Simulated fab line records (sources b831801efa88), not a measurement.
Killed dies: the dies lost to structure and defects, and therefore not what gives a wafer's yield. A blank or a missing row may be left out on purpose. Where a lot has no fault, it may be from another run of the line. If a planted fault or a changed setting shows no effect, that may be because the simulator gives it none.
fab line records | flow sky130
record: lots: 13 | wafers: 39 | last-day: 50
route steps=708 shown CAP2M@604 VIA4@641
lots that met no fault: taken from a fault-free run of the same line
start-h: the number of hours between the record's first day and the start of the first shown wafer of the lot | wait-h: hours elapsed since this lot's preceding step | " identical to the entry in the row above | L1.1+2: a row that stands for several wafers | - either no value or no given start | * or withheld: withheld | < > ~ a bound
route shown NAME@n: a module of which the file shows steps, and the number in the route of the first | usual: mean and standard deviation over wafers with no fault | same: alike in all rows | chamber/n: place in a boat | sites: per-site readings | _std_site: standard deviation across them | _edge_site: inner sites' mean taken away from outer sites' mean | radius-mm: how far each site lies from the wafer's centre | mask NAME#n: copy n | behind: the last tool/chamber to shape the wafer | hold: why the lot went on hold/how many hours it stayed there/how the hold came to an end | device: transistor that didn't switch, given as n, p or np | end of line: the same wafers' tests at the end of the route | step lacking rows: just its recipe | killed: dies that structure and defects cost at the first sort, which is not the same as the wafer's yield | map: a wafer's dies, marking killed ones x, the rest . and places with no die _
set.NAME: setting as actually run; set.NAME@STEP: the setting as run at that earlier step | model.NAME: the simulator's own value behind a step, which no gauge read
route steps across a sampled set of lots; one table per step, one row per wafer
services: the hour from which a tool's chamber was out of use, counted from the record's first day as start-h (under 0 if before that day), plus the number of hours and why
== steps ==
step: SKY_CAP2M_THK_MEAS_01
recipe: reads: SiO2_of_CAP2M_CVD_00
usual: CAP2M_CVD_00_THK: 15.51/0.21
lot.wafer | tool          | chamber | start-h | wait-h | CAP2M_CVD_00_THK[nm]
L366.3    | film-metro-04 | -       | 946.14  | -      | 15.10
L366.4    | "             | -       | "       | "      | 15.44
L366.5    | "             | -       | "       | "      | 15.28
L367.2    | film-metro-04 | -       | 959.84  | -      | 15.46
L367.5    | "             | -       | "       | "      | 15.47
L367.6    | "             | -       | "       | "      | 15.71
L368.1    | film-metro-02 | -       | 967.25  | -      | 15.57
L368.3    | "             | -       | "       | "      | 15.79
L368.5    | "             | -       | "       | "      | 16.09
L369.3    | film-metro-04 | -       | 983.50  | -      | 15.56
L369.4    | "             | -       | "       | "      | 15.80
L369.6    | "             | -       | "       | "      | 15.73
L370.1    | film-metro-04 | -       | 984.58  | -      | 15.66
L370.3    | "             | -       | "       | "      | 15.45
L370.5    | "             | -       | "       | "      | 15.49
L372.1    | film-metro-01 | -       | 986.15  | -      | 15.35
L372.4    | "             | -       | "       | "      | 15.37
L372.6    | "             | -       | "       | "      | 15.55
L371.1    | film-metro-04 | -       | 987.09  | -      | 15.46
L371.2    | "             | -       | "       | "      | 15.42
L371.6    | "             | -       | "       | "      | 15.56
L373.2    | film-metro-04 | -       | 991.94  | -      | 15.65
L373.3    | "             | -       | "       | "      | 15.07
L373.5    | "             | -       | "       | "      | 15.43
L375.1    | film-metro-02 | -       | 1005.09 | -      | 15.14
L375.2    | "             | -       | "       | "      | 15.34
L375.3    | "             | -       | "       | "      | 14.96
L377.2    | film-metro-01 | -       | 1012.65 | -      | 15.21
L377.3    | "             | -       | "       | "      | 15.22
L377.6    | "             | -       | "       | "      | 15.42
L378.1    | film-metro-01 | -       | 1023.97 | -      | 15.60
L378.5    | "             | -       | "       | "      | 15.59
L378.6    | "             | -       | "       | "      | 15.89
L380.1    | film-metro-01 | -       | 1031.70 | -      | 15.42
L380.3    | "             | -       | "       | "      | 15.85
L380.6    | "             | -       | "       | "      | 15.88
L386.1    | film-metro-04 | -       | 1071.93 | -      | 15.27
L386.4    | "             | -       | "       | "      | 15.43
L386.6    | "             | -       | "       | "      | 15.80
step: SKY_CAP2M_OVL_MEAS_12
usual: CAP2M_OVL: -0.5/1.2
lot.wafer | tool       | chamber | start-h | wait-h | CAP2M_OVL[nm]
L366.3    | overlay-01 | -       | 969.79  | 0.1    | -0.6
L366.4    | "          | -       | "       | "      | 1.4
L366.5    | "          | -       | "       | "      | 1.1
L367.2    | overlay-02 | -       | 983.45  | 0.1    | -1.8
L367.5    | "          | -       | "       | "      | -0.1
L367.6    | "          | -       | "       | "      | 1.0
L368.1    | overlay-01 | -       | 990.89  | 0.1    | -1.8
L368.3    | "          | -       | "       | "      | 1.0
L368.5    | "          | -       | "       | "      | -0.4
L369.3    | overlay-02 | -       | 1006.94 | 0.1    | -0.4
L369.4    | "          | -       | "       | "      | -0.6
L369.6    | "          | -       | "       | "      | -0.4
L370.1    | overlay-02 | -       | 1007.60 | 0.1    | -0.2
L370.3    | "          | -       | "       | "      | -0.2
L370.5    | "          | -       | "       | "      | -1.7
L372.1    | overlay-02 | -       | 1008.89 | 0.1    | 0.4
L372.4    | "          | -       | "       | "      | 0.4
L372.6    | "          | -       | "       | "      | 0.1
L371.1    | overlay-01 | -       | 1010.43 | 0.1    | 0.5
L371.2    | "          | -       | "       | "      | -1.6
L371.6    | "          | -       | "       | "      | -0.4
L373.2    | overlay-02 | -       | 1014.69 | 0.1    | -0.9
L373.3    | "          | -       | "       | "      | 0.0
L373.5    | "          | -       | "       | "      | -0.4
L375.1    | overlay-01 | -       | 1028.24 | 0.1    | -0.2
L375.2    | "          | -       | "       | "      | -0.4
L375.3    | "          | -       | "       | "      | 0.2
L377.2    | overlay-01 | -       | 1034.95 | 0.1    | -1.5
L377.3    | "          | -       | "       | "      | 1.1
L377.6    | "          | -       | "       | "      | 0.2
L378.1    | overlay-02 | -       | 1045.13 | 0.1    | -0.3
L378.5    | "          | -       | "       | "      | -1.4
L378.6    | "          | -       | "       | "      | 0.7
L380.1    | overlay-01 | -       | 1053.54 | 0.1    | -0.2
L380.3    | "          | -       | "       | "      | -0.7
L380.6    | "          | -       | "       | "      | 1.3
L386.1    | overlay-01 | -       | 1091.54 | 0.1    | -2.1
L386.4    | "          | -       | "       | "      | -1.1
L386.6    | "          | -       | "       | "      | -0.9
step: SKY_VIA4_CMP_02
recipe: material: SiO2 | down-force-psi: 4 | platen-rpm: 60 | pad-velocity-m-s: 0.94248
usual: motor-current-A: 12.5/1.1 | slurry-filter-dp-kPa: 13.50/0.13
lot.wafer | tool   | chamber | start-h | wait-h | motor-current-A | slurry-filter-dp-kPa
L366.3    | cmp-01 | 1       | 994.79  | 0.0    | 13.2            | 13.49
L366.4    | "      | 2       | "       | "      | 13.0            | 13.48
L366.5    | "      | 2       | "       | "      | 11.9            | 13.32
L367.2    | cmp-02 | 3       | 1008.77 | 0.2    | 11.4            | 13.68
L367.5    | "      | 0       | "       | "      | 13.7            | 13.33
L367.6    | "      | 1       | "       | "      | 10.5            | 13.35
L368.1    | cmp-01 | 1       | 1015.28 | 0.1    | 13.7            | 13.39
L368.3    | "      | 0       | "       | "      | 11.4            | 13.54
L368.5    | "      | 2       | "       | "      | 12.8            | 13.74
L369.3    | cmp-01 | 3       | 1031.69 | 0.0    | 13.1            | 13.55
L369.4    | "      | 1       | "       | "      | 13.6            | 13.45
L369.6    | "      | 3       | "       | "      | 12.9            | 13.42
L370.3    | cmp-02 | 2       | 1032.48 | 0.1    | 12.0            | 13.62
L370.1    | "      | 3       | "       | "      | 11.1            | 13.45
L370.5    | "      | 1       | "       | "      | 10.8            | 13.42
L372.1    | cmp-01 | 2       | 1033.01 | 0.1    | 12.5            | 13.43
L372.4    | "      | 0       | "       | "      | 12.0            | 13.62
L372.6    | "      | 1       | "       | "      | 13.3            | 13.23
L371.1    | cmp-01 | 2       | 1034.74 | 0.7    | 12.8            | 13.53
L371.2    | "      | 3       | "       | "      | 13.2            | 13.42
L371.6    | "      | 1       | "       | "      | 13.8            | 13.52
L373.3    | cmp-01 | 1       | 1039.42 | 0.1    | 14.2            | 13.48
L373.2    | "      | 2       | "       | "      | 12.8            | 13.47
L373.5    | "      | 0       | "       | "      | 11.8            | 13.61
L375.3    | cmp-02 | 2       | 1052.12 | 0.1    | 11.6            | 13.49
L375.1    | "      | 3       | "       | "      | 11.2            | 13.52
L375.2    | "      | 0       | "       | "      | 14.2            | 13.54
L377.2    | cmp-01 | 3       | 1058.94 | 0.1    | 13.0            | 13.44
L377.3    | "      | 0       | "       | "      | 11.8            | 13.37
L377.6    | "      | 3       | "       | "      | 12.9            | 13.30
L378.1    | cmp-01 | 2       | 1068.98 | 0.2    | 12.3            | 13.29
L378.5    | "      | 3       | "       | "      | 12.5            | 13.64
L378.6    | "      | 0       | "       | "      | 11.3            | 13.50
L380.3    | cmp-02 | 1       | 1077.69 | 0.3    | 10.6            | 13.40
L380.1    | "      | 0       | "       | "      | 14.1            | 13.48
L380.6    | "      | 1       | "       | "      | 11.0            | 13.63
L386.4    | cmp-01 | 1       | 1114.48 | 0.1    | 14.0            | 13.49
L386.1    | "      | 2       | "       | "      | 12.7            | 13.21
L386.6    | "      | 0       | "       | "      | 12.1            | 13.52
step: SKY_VIA4_BOW_MEAS_03
recipe: mode: bow
usual: VIA4_BOW: 78/7.1
lot.wafer | tool          | chamber | start-h | wait-h | hold                     | VIA4_BOW[um]
L366.3    | film-metro-01 | -       | 995.13  | 0.3    | -                        | 77
L366.4    | "             | -       | "       | "      | -                        | 93
L366.5    | "             | -       | "       | "      | -                        | 83
L367.2    | film-metro-03 | -       | 1008.94 | 0.1    | -                        | 85
L367.5    | "             | -       | "       | "      | -                        | 76
L367.6    | "             | -       | "       | "      | -                        | 84
L368.1    | film-metro-04 | -       | 1015.58 | 0.2    | -                        | 73
L368.3    | "             | -       | "       | "      | -                        | 77
L368.5    | "             | -       | "       | "      | -                        | 91
L369.3    | film-metro-04 | -       | 1032.03 | 0.3    | -                        | 79
L369.4    | "             | -       | "       | "      | -                        | 85
L369.6    | "             | -       | "       | "      | -                        | 74
L370.1    | film-metro-04 | -       | 1032.73 | 0.1    | -                        | 87
L370.3    | "             | -       | "       | "      | -                        | 75
L370.5    | "             | -       | "       | "      | -                        | 80
L372.1    | film-metro-03 | -       | 1033.26 | 0.2    | -                        | 69
L372.4    | "             | -       | "       | "      | -                        | 61
L372.6    | "             | -       | "       | "      | -                        | 70
L371.1    | film-metro-03 | -       | 1034.94 | 0.1    | -                        | 64
L371.2    | "             | -       | "       | "      | -                        | 72
L371.6    | "             | -       | "       | "      | -                        | 67
L373.2    | film-metro-04 | -       | 1039.69 | 0.2    | -                        | 77
L373.3    | "             | -       | "       | "      | -                        | 73
L373.5    | "             | -       | "       | "      | -                        | 70
L375.1    | film-metro-03 | -       | 1052.37 | 0.1    | -                        | 76
L375.2    | "             | -       | "       | "      | -                        | 87
L375.3    | "             | -       | "       | "      | -                        | 81
L377.2    | film-metro-04 | -       | 1059.21 | 0.2    | -                        | 66
L377.3    | "             | -       | "       | "      | -                        | 77
L377.6    | "             | -       | "       | "      | -                        | 75
L378.1    | film-metro-01 | -       | 1069.13 | 0.1    | -                        | 81
L378.5    | "             | -       | "       | "      | -                        | 77
L378.6    | "             | -       | "       | "      | -                        | 90
L380.1    | film-metro-03 | -       | 1077.99 | 0.1    | -                        | 74
L380.3    | "             | -       | "       | "      | -                        | 86
L380.6    | "             | -       | "       | "      | -                        | 81
L386.1    | film-metro-04 | -       | 1114.68 | 0.1    | await-dispo/0.2h/release | 80
L386.4    | "             | -       | "       | "      | await-dispo/0.2h/release | 83
L386.6    | "             | -       | "       | "      | await-dispo/0.2h/release | 87
L386.1    | film-metro-04 | -       | 1115.13 | 0.4    | -                        | -
L386.4    | "             | -       | "       | "      | -                        | -
L386.6    | "             | -       | "       | "      | -                        | -
step: SKY_VIA4_ETCH_12
recipe: target: SiO2 | chemistry: C4F8/O2/Ar | stop-on: TiN | mask-material: NOVOLAK | source-w: 1500 | bias-w: 1200 | pressure-mtorr: 40 | c4f8-flow-sccm: withheld | O2_flow_sccm: 6 | Ar_flow_sccm: 300 | time-s: withheld | target-depth-a: 5800
usual: bias-w: 1199/3.2 | oes-product-au: 0.926/0.0048
lot.wafer | tool        | chamber | start-h | wait-h | bias-w | oes-product-au
L366.3    | rie-diel-02 | 3       | 1017.77 | 0.0    | 1200   | 0.925
L366.4    | "           | 2       | "       | "      | 1199   | 0.923
L366.5    | "           | 2       | "       | "      | 1202   | 0.914
L367.2    | rie-diel-03 | 1       | 1031.33 | 0.0    | 1198   | 0.915
L367.5    | "           | 3       | "       | "      | 1196   | 0.922
L367.6    | "           | 0       | "       | "      | 1194   | 0.922
L368.1    | rie-diel-04 | 1       | 1037.73 | 0.0    | 1202   | 0.928
L368.3    | "           | 0       | "       | "      | 1199   | 0.924
L368.5    | "           | 1       | "       | "      | 1203   | 0.911
L369.3    | rie-diel-02 | 3       | 1053.77 | 0.0    | 1204   | 0.920
L369.4    | "           | 2       | "       | "      | 1194   | 0.921
L369.6    | "           | 1       | "       | "      | 1201   | 0.926
L370.1    | rie-diel-03 | 2       | 1054.07 | 0.0    | 1202   | 0.930
L370.3    | "           | 0       | "       | "      | 1199   | 0.925
L370.5    | "           | 2       | "       | "      | 1204   | 0.924
L372.1    | rie-diel-04 | 2       | 1054.17 | 0.0    | 1200   | 0.930
L372.4    | "           | 1       | "       | "      | 1199   | 0.933
L372.6    | "           | 0       | "       | "      | 1203   | 0.923
L371.1    | rie-diel-03 | 1       | 1057.12 | 0.0    | 1201   | 0.930
L371.2    | "           | 3       | "       | "      | 1196   | 0.918
L371.6    | "           | 3       | "       | "      | 1199   | 0.934
L373.2    | rie-diel-02 | 1       | 1061.52 | 0.0    | 1201   | 0.934
L373.3    | "           | 3       | "       | "      | 1200   | 0.921
L373.5    | "           | 3       | "       | "      | 1195   | 0.933
L375.1    | rie-diel-03 | 2       | 1073.32 | 0.0    | 1200   | 0.924
L375.2    | "           | 0       | "       | "      | 1200   | 0.922
L375.3    | "           | 3       | "       | "      | 1197   | 0.922
L377.2    | rie-diel-02 | 0       | 1080.17 | 0.0    | 1200   | 0.932
L377.3    | "           | 1       | "       | "      | 1197   | 0.924
L377.6    | "           | 0       | "       | "      | 1194   | 0.927
L378.1    | rie-diel-04 | 2       | 1089.57 | 0.0    | 1195   | 0.931
L378.5    | "           | 1       | "       | "      | 1204   | 0.933
L378.6    | "           | 2       | "       | "      | 1195   | 0.931
L380.1    | rie-diel-02 | 2       | 1098.53 | 0.0    | 1192   | 0.918
L380.3    | "           | 1       | "       | "      | 1205   | 0.927
L380.6    | "           | 3       | "       | "      | 1198   | 0.924
L386.1    | rie-diel-03 | 0       | 1134.67 | 0.0    | 1196   | 0.928
L386.4    | "           | 2       | "       | "      | 1201   | 0.924
L386.6    | "           | 0       | "       | "      | 1200   | 0.981
step: SKY_VIA4_RS_MEAS_19
recipe: thk-meas-gauge: four-point-probe | reads: W_of_VIA4_CVD_18+TiN_of_VIA4_SPUTTER_17
usual: VIA4_W_RS: 0.226/0.0036
lot.wafer | tool          | chamber | start-h | wait-h | VIA4_W_RS[ohm/sq]
L366.3    | film-metro-04 | -       | 1018.69 | 0.1    | 0.230
L366.4    | "             | -       | "       | "      | 0.229
L366.5    | "             | -       | "       | "      | 0.228
L367.2    | film-metro-03 | -       | 1032.28 | 0.1    | 0.231
L367.5    | "             | -       | "       | "      | 0.230
L367.6    | "             | -       | "       | "      | 0.229
L368.1    | film-metro-04 | -       | 1038.61 | 0.1    | 0.230
L368.3    | "             | -       | "       | "      | 0.229
L368.5    | "             | -       | "       | "      | 0.227
L369.3    | film-metro-01 | -       | 1054.69 | 0.1    | 0.226
L369.4    | "             | -       | "       | "      | 0.229
L369.6    | "             | -       | "       | "      | 0.227
L370.1    | film-metro-04 | -       | 1054.99 | 0.1    | 0.228
L370.3    | "             | -       | "       | "      | 0.223
L370.5    | "             | -       | "       | "      | 0.227
L372.1    | film-metro-01 | -       | 1055.06 | 0.1    | 0.228
L372.4    | "             | -       | "       | "      | 0.231
L372.6    | "             | -       | "       | "      | 0.231
L371.1    | film-metro-04 | -       | 1058.01 | 0.1    | 0.221
L371.2    | "             | -       | "       | "      | 0.228
L371.6    | "             | -       | "       | "      | 0.229
L373.2    | film-metro-03 | -       | 1062.41 | 0.1    | 0.226
L373.3    | "             | -       | "       | "      | 0.221
L373.5    | "             | -       | "       | "      | 0.221
L375.1    | film-metro-04 | -       | 1074.21 | 0.1    | 0.223
L375.2    | "             | -       | "       | "      | 0.226
L375.3    | "             | -       | "       | "      | 0.228
L377.2    | film-metro-03 | -       | 1081.07 | 0.1    | 0.229
L377.3    | "             | -       | "       | "      | 0.227
L377.6    | "             | -       | "       | "      | 0.225
L378.1    | film-metro-04 | -       | 1090.48 | 0.1    | 0.229
L378.5    | "             | -       | "       | "      | 0.234
L378.6    | "             | -       | "       | "      | 0.228
L380.1    | film-metro-03 | -       | 1099.41 | 0.1    | 0.221
L380.3    | "             | -       | "       | "      | 0.228
L380.6    | "             | -       | "       | "      | 0.227
L386.1    | film-metro-04 | -       | 1135.55 | 0.1    | 0.226
L386.4    | "             | -       | "       | "      | 0.226
L386.6    | "             | -       | "       | "      | 0.230
== services ==
tool        | chamber | start-h | hours | kind
cmp-02      | -       | 972.51  | 2.8   | repair
rie-diel-04 | 0       | 977.37  | -     | clean
rie-diel-04 | 0       | 977.37  | 21.6  | scheduled-down
rie-diel-04 | 0       | 977.37  | 21.6  | vent-cycle
cmp-01      | -       | 977.89  | 4.7   | pm
rie-diel-02 | 1       | 1001.27 | 4.6   | repair
cmp-02      | -       | 1002.71 | 3.6   | repair
cmp-01      | -       | 1020.51 | 2.0   | repair
rie-diel-03 | 2       | 1031.18 | 2.8   | repair
cmp-02      | -       | 1033.63 | 2.0   | repair
rie-diel-04 | 2       | 1037.67 | 2.8   | repair
rie-diel-03 | 2       | 1043.70 | 5.8   | repair
cmp-02      | -       | 1052.80 | 0.4   | repair
rie-diel-02 | 2       | 1054.59 | 3.9   | repair
rie-diel-04 | 2       | 1063.72 | 3.4   | repair
rie-diel-04 | 3       | 1071.97 | 25.6  | repair
cmp-01      | -       | 1084.16 | 4.0   | pm
cmp-01      | -       | 1088.16 | -     | consumable-replace:conditioner
cmp-01      | -       | 1088.16 | -     | consumable-replace:pad
rie-diel-03 | -       | 1088.80 | 2.8   | pm
cmp-02      | -       | 1101.98 | 5.9   | repair
rie-diel-04 | 0       | 1102.72 | 2.7   | repair
cmp-02      | -       | 1123.96 | 5.0   | pm
rie-diel-02 | 2       | 1133.21 | 9.5   | repair
== key ==
first-sign: step: SKY_VIA4_BOW_MEAS_03 | reading: visit | direction: added
effect: step: SKY_VIA4_ETCH_12 | reading: oes-product-au | direction: up | sigmas: 11 | usual: 0.926 | struck: 0.981
met-at SKY_VIA4_CMP_02
struck-lots L386
struck-wafers L386.6
sort-left-out L386.6
not-acting-at SKY_CAP2M_THK_MEAS_01,SKY_CAP2M_OVL_MEAS_12,SKY_VIA4_RS_MEAS_19
onset-between 1068.98 1114.48
fault: kind: process-parameter-drift | tool: cmp-01 | chamber: 0 | onset-h: 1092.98 | steps: SKY_VIA4_CMP_02 | channel: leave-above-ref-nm | offset: 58 | shape: step | end-h: 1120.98 | acts-in: these-recipes-only | stated: 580
sort-left-out: the simulated sort isn't trusted on such a fault, so these wafers' sort isn't shown, and their yield isn't known
